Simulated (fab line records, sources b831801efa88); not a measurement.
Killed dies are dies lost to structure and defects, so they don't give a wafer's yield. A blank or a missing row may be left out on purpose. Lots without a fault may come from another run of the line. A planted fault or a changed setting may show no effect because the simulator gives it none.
Which tool did it? | flow sky130 | 12 lots, 36 wafers sampled, at 1 step of a route of 708

WHAT THE GAUGES READ, wafer by wafer
SKY_CAP2M_THK_MEAS_04: measures by xrf. Usual: CAP2M_TIN_THK 197.3 nm, standard deviation 2.3.
lot  | measured     | on            | CAP2M_TIN_THK (nm) | flag
L644 | day 39 17:09 | film_metro-01 | 198.9 196.4 198.0  |
L646 | day 40 09:15 | film_metro-03 | 195.7 194.7 194.5  |
L647 | day 40 19:32 | film_metro-03 | 195.0 197.2 193.4  |
L648 | day 41 08:21 | film_metro-01 | 196.6 195.1 194.8  |
L650 | day 41 17:59 | film_metro-02 | 197.3 196.2 197.0  |
L654 | day 42 21:30 | film_metro-02 | 197.1 196.2 196.5  |
L653 | day 42 21:57 | film_metro-03 | 201.0 201.9 199.4  |
L655 | day 43 04:22 | film_metro-01 | 197.2 197.0 197.3  |
L658 | day 44 10:47 | film_metro-02 | 199.7 202.3 200.5  |
L660 | day 44 11:25 | film_metro-01 | 196.5 193.9 195.3  |
L661 | day 44 14:37 | film_metro-02 | 197.5 199.7 198.4  |
L665 | day 45 21:24 | film_metro-01 | 196.7 195.1 196.4  |

WHICH TOOL RAN EACH LOT (tool, then ch and the chambers of the sampled wafers, then the start)
The record holds no process step before these readings.

WHAT THE TOOLS THEMSELVES READ (means of the sampled wafers that have a number; where no wafer has one, the mark that the record gives instead)
The record holds no such reading with a usual standard deviation.

THE ANSWER, worked out from the rows above alone
Rule: a lot is off if the mean of its wafers that have a number lies more than 3 standard deviations from the usual mean. A lot without any number at a reading at which 4 lots or more have one is off too. The other lots that the step has rows for count as sound. The gauges are gone through in route order, then the tools' own readings, and for those a lot's mean is taken as printed above. The first step at which some lot is off is used, and at that step the reading that is off furthest; a lot without a number counts as furthest.
No lot is off at any reading shown: from this, nothing can be told.

WHAT THE SIMULATOR HAD PUT IN
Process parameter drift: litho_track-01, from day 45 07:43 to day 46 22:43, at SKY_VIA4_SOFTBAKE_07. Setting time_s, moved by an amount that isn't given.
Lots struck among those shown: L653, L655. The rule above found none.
